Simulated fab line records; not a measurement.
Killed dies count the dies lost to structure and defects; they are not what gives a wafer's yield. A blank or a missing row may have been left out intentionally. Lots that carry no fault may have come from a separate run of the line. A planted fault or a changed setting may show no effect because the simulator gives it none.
Which of the tools did it?    flow gf180mcu    Sampling: 7 lots, 21 wafers, 2 of 602 route steps

WHAT THE GAUGES READ, wafer by wafer
GF_V5_THK_MEAS_25: measures by xrf.
lot   measured      on             V5_W_THK (nm)
L597  day 27 08:47  film-metro-03  344 343 347
L599  day 28 03:28  film-metro-01  351 352 349
L601  day 28 22:05  film-metro-01  349 346 348
L613  day 32 06:10  film-metro-01  346 344 344
L615  day 32 18:59  film-metro-04  344 346 343
L619  day 33 14:10  film-metro-03  348 352 353

EACH LOT AND THE TOOL THAT RAN IT (in order: tool; ch and the chambers of the sampled wafers; start)
lot   GF_HV_LDD_DEVELOP_45
L597  litho-track-04 ch 0, day 12 13:26
L599  litho-track-03 ch 0, day 13 06:56
L601  litho-track-03 ch 0, day 13 23:54
L611  litho-track-01 ch 0, day 17 11:03
L613  litho-track-03 ch 0, day 18 04:55
L615  litho-track-04 ch 0, day 18 19:41
L619  litho-track-04 ch 0, day 20 02:20
- GF_HV_LDD_DEVELOP_45: develop time 60 s.

THE ANSWER, worked out from the rows above alone
Rule: what is usual is taken from the lots themselves. Put in order of their means at a reading, lots are off if they are a third of the lots or fewer, leave a main group of 4 or more, and stand apart from it by a gap of 3 or more times the standard deviation of the main group's means; of several such gaps the widest counts. A main group is skipped when, at the precision printed for the reading in the tables above, its means are all equal. A lot without any number at a reading at which 4 lots or more have one is off too. Any other lot the step has rows for is counted as sound.
Nothing can be told from this: no lot is off at any reading shown.

WHAT HAD BEEN PUT IN BY THE SIMULATOR
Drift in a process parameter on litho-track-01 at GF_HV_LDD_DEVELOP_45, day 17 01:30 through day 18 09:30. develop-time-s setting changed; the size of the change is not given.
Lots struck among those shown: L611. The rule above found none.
